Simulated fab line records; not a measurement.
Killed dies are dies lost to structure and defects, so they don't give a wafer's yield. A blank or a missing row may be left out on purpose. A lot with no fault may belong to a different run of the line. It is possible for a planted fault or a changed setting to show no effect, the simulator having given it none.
fab line records | flow sky130
[record] lots = 8 wafers = 24 last_day = 50
route steps=708 shown SD_N@349 LI_CONTACT@363
lots that met no fault: from a run of the same line without faults
start_h: the number of hours between the record's first day and the start of the first shown wafer of the lot | wait_h: hours from the lot's prior step to this one | " repeats the value in the row above | L1.1+2: a single row standing in for several wafers | - value missing, or start not given | * or withheld: withheld | < > ~ a bound
route shown NAME@n: names a module that has steps shown in the file, with the first one's number in the route | usual: mean/standard deviation taken from wafers without a fault | same: alike in all rows | chamber/n: place in a boat | sites: the reading at each site | _std_site: standard deviation of those values | _edge_site: the outer-site mean with the inner-site mean subtracted | radius_mm: for every site, how far away it sits from the centre of the wafer | mask NAME#n: copy n | behind: the last tool/chamber to shape the wafer | hold: why the lot went on hold/how many hours it stayed there/how the hold came to an end | device: the transistor (n, p or np) that didn't switch | end of line: the same wafers' tests at the end of the route | where a step has no rows: the recipe by itself | killed: dies lost to structure and defects at the first sort, not the wafer's yield | map: shows each die of a wafer: x if killed, . if not, _ if none is there
set.NAME: setting as actually run; set.NAME@STEP: the setting as run at that earlier step | model.NAME: the simulator's own value behind a step, which no gauge read
the route's steps for a sample of lots (tables are steps, rows are wafers)
services: when a tool's chamber went out of use (start_h, in hours from the record's first day, below 0 if earlier), for how many hours, and the reason
[[steps]]
[step SKY_SD_N_CD_MEAS_07]
[recipe] target_cd_nm = 380
[usual] cd_nm = 379.7/2.7
// columns lot.wafer tool chamber start_h wait_h cd_nm
L985.1 cd_sem-01 - 643.88 0.1 376.6
L985.5 " - " " 378.2
L985.6 " - " " 380.3
L986.2 cd_sem-01 - 652.55 0.1 377.2
L986.3 " - " " 377.8
L986.4 " - " " 379.7
L987.3 cd_sem-02 - 667.32 0.1 372.5
L987.4 " - " " 369.8
L987.6 " - " " 370.7
L989.1 cd_sem-01 - 683.68 0.1 378.5
L989.3 " - " " 378.1
L989.6 " - " " 378.7
L997.2 cd_sem-02 - 748.91 0.1 377.0
L997.3 " - " " 377.6
L997.6 " - " " 377.4
L102.2 cd_sem-01 - 784.55 0.1 380.7
L102.3 " - " " 379.4
L102.5 " - " " 380.4
L107.1 cd_sem-01 - 809.89 0.1 380.5
L107.3 " - " " 379.2
L107.5 " - " " 382.9
L108.1 cd_sem-01 - 816.98 0.1 381.9
L108.2 " - " " 379.9
L108.6 " - " " 381.1
[step SKY_LI_CONTACT_THK_MEAS_01]
[recipe] reads = PSG_of_LI_CONTACT_HDPCVD_00
[usual] LI_CONTACT_HDPCVD_THK = 922/7.7
// columns lot.wafer tool chamber start_h wait_h LI_CONTACT_HDPCVD_THK[nm]
L985.1 film_metro-04 - 645.19 0.1 917
L985.5 " - " " 919
L985.6 " - " " 923
L986.2 film_metro-02 - 653.85 0.1 927
L986.3 " - " " 928
L986.4 " - " " 922
L987.3 film_metro-02 - 668.61 0.1 917
L987.4 " - " " 924
L987.6 " - " " 912
L989.1 film_metro-02 - 685.00 0.1 919
L989.3 " - " " 906
L989.6 " - " " 913
L997.2 film_metro-03 - 750.22 0.1 936
L997.3 " - " " 934
L997.6 " - " " 926
L102.2 film_metro-03 - 785.86 0.1 915
L102.3 " - " " 912
L102.5 " - " " 921
L107.1 film_metro-04 - 811.21 0.1 913
L107.3 " - " " 927
L107.5 " - " " 920
L108.1 film_metro-02 - 818.30 0.1 922
L108.2 " - " " 919
L108.6 " - " " 930
[step SKY_LI_CONTACT_CMP_02]
[recipe] material = PSG down_force_psi = 4 platen_rpm = 60 pad_velocity_m_s = 0.94248
[usual] motor_current_A = 11.7/1 time_to_endpoint_s = 30.9/2.4
// columns lot.wafer tool chamber start_h wait_h motor_current_A time_to_endpoint_s
L985.1 cmp-01 0 645.35 0.1 12.7 28.2
L985.6 " 2 " " 10.6 30.1
L985.5 " 3 " " 11.2 28.1
L986.4 cmp-01 0 653.95 0.1 13.8 31.3
L986.3 " 1 " " 11.7 29.3
L986.2 " 2 " " 10.4 30.5
L987.4 cmp-01 3 668.70 0.1 11.1 31.4
L987.3 " 1 " " 11.2 30.9
L987.6 " 2 " " 9.9 32.4
L989.1 cmp-01 2 685.06 0.1 10.7 32.6
L989.3 " 3 " " 11.1 31.3
L989.6 " 3 " " 11.4 32.8
L997.2 cmp-02 3 750.32 0.1 11.1 24.5
L997.3 " 1 " " 14.0 25.6
L997.6 " 2 " " 11.5 30.4
L102.3 cmp-01 1 785.91 0.0 10.6 28.0
L102.2 " 3 " " 11.3 31.6
L102.5 " 1 " " 11.7 30.0
L107.1 cmp-01 2 811.37 0.2 10.8 33.5
L107.3 " 3 " " 11.6 31.9
L107.5 " 2 " " 10.5 34.1
L108.1 cmp-01 0 818.36 0.1 13.0 28.4
L108.2 " 1 " " 11.2 30.9
L108.6 " 0 " " 13.4 28.4
[step SKY_LI_CONTACT_CD_MEAS_12]
[recipe] target_cd_nm = 170
[usual] cd_nm = 169.8/1.4
// columns lot.wafer tool chamber start_h wait_h cd_nm
L985.1 cd_sem-02 - 674.33 - 170.1
L985.5 " - " " 170.0
L985.6 " - " " 171.9
L986.2 cd_sem-01 - 681.60 - 169.3
L986.3 " - " " 169.7
L986.4 " - " " 170.1
L987.3 cd_sem-01 - 697.08 - 169.7
L987.4 " - " " 170.9
L987.6 " - " " 171.1
L989.1 cd_sem-02 - 713.04 - 171.6
L989.3 " - " " 171.4
L989.6 " - " " 171.5
L997.2 cd_sem-02 - 778.05 - 169.5
L997.3 " - " " 168.7
L997.6 " - " " 169.1
L102.2 cd_sem-02 - 812.37 - 168.8
L102.3 " - " " 168.3
L102.5 " - " " 170.3
L107.1 cd_sem-01 - 837.56 - 172.3
L107.3 " - " " 170.1
L107.5 " - " " 170.5
L108.1 cd_sem-01 - 844.74 - 170.5
L108.2 " - " " 169.7
L108.6 " - " " 170.4
[step SKY_LI_CONTACT_ETCH_15]
[recipe] target = PSG chemistry = C4F8/O2/Ar stop_on = Si taper_deg = 4.15 mask_material = KrF-thick source_w = 1500 bias_w = 1200 pressure_mtorr = 40 c4f8_flow_sccm = withheld O2_flow_sccm = 6 Ar_flow_sccm = 300 time_s = withheld target_depth_a = 6000
[usual] oes_product_au = 0.838/0.0053
// columns lot.wafer tool chamber start_h wait_h oes_product_au
L985.1 rie_diel-01 1 674.52 0.0 0.839
L985.5 " 0 " " 0.853
L985.6 " 3 " " 0.838
L986.2 rie_diel-04 3 681.77 0.0 0.845
L986.3 " 1 " " 0.844
L986.4 " 0 " " 0.850
L987.3 rie_diel-02 2 697.24 0.0 0.838
L987.4 " 0 " " 0.839
L987.6 " 1 " " 0.839
L989.1 rie_diel-02 1 713.24 0.0 0.838
L989.3 " 0 " " 0.845
L989.6 " 0 " " 0.839
L997.2 rie_diel-02 2 778.22 0.0 0.878
L997.3 " 3 " " 0.883
L997.6 " 0 " " 0.831
L102.2 rie_diel-01 2 812.55 0.0 0.837
L102.3 " 3 " " 0.836
L102.5 " 2 " " 0.835
L107.1 rie_diel-02 2 837.75 0.0 0.837
L107.3 " 1 " " 0.854
L107.5 " 2 " " 0.842
L108.1 rie_diel-01 0 844.94 0.0 0.842
L108.2 " 3 " " 0.830
L108.6 " 2 " " 0.835
[[services]]
// columns tool chamber start_h hours kind
cmp-01 - 627.22 1.7 repair
cmp-01 - 642.11 1.0 repair
rie_diel-01 1 644.21 18.2 repair
cmp-01 - 650.48 0.3 repair
rie_diel-01 3 657.49 3.3 repair
rie_diel-01 - 662.48 2.8 pm
cmp-02 - 669.75 1.1 repair
rie_diel-04 0 687.19 18.0 repair
cmp-01 - 697.59 6.9 pm
rie_diel-04 2 704.23 7.9 repair
cmp-02 - 706.73 1.7 repair
cmp-01 - 706.91 3.6 repair
cmp-01 - 716.83 8.9 pm
rie_diel-02 1 730.40 16.5 repair
cmp-02 - 744.24 4.0 pm
rie_diel-04 - 758.72 1.2 repair
rie_diel-04 2 765.25 5.3 repair
rie_diel-04 - 775.12 0.5 repair
rie_diel-02 1 782.92 - clean
rie_diel-02 1 782.92 22.4 scheduled_down
rie_diel-02 1 782.92 22.4 vent_cycle
rie_diel-01 3 813.41 4.5 repair
cmp-02 - 831.55 1.7 repair
rie_diel-02 - 840.04 3.4 repair
[[key]]
[first_sign] step = SKY_LI_CONTACT_ETCH_15 reading = oes_product_au direction = up sigmas = 8.2 usual = 0.838 struck = 0.881
effect none on later readings
met_at SKY_LI_CONTACT_CMP_02
struck_lots L997
struck_wafers L997.2,L997.3
tester_left_out L997
not_acting_at SKY_SD_N_CD_MEAS_07,SKY_LI_CONTACT_THK_MEAS_01,SKY_LI_CONTACT_CD_MEAS_12
[fault] kind = process_parameter_drift tool = cmp-02 chamber = - onset_h = 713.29 steps = SKY_LI_CONTACT_CMP_02 channel = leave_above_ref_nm offset = 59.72 shape = step end_h = 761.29 scope = struck_wafers_only acts_in = these_recipes_only stated = 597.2
// tester_left_out: of these lots the tester's yield and bins aren't shown, on N5 and GAA mostly nor the transistor test; their killed dies are dies lost to structure and defects alone, not to doping, threshold or leakage, so they don't give the yield
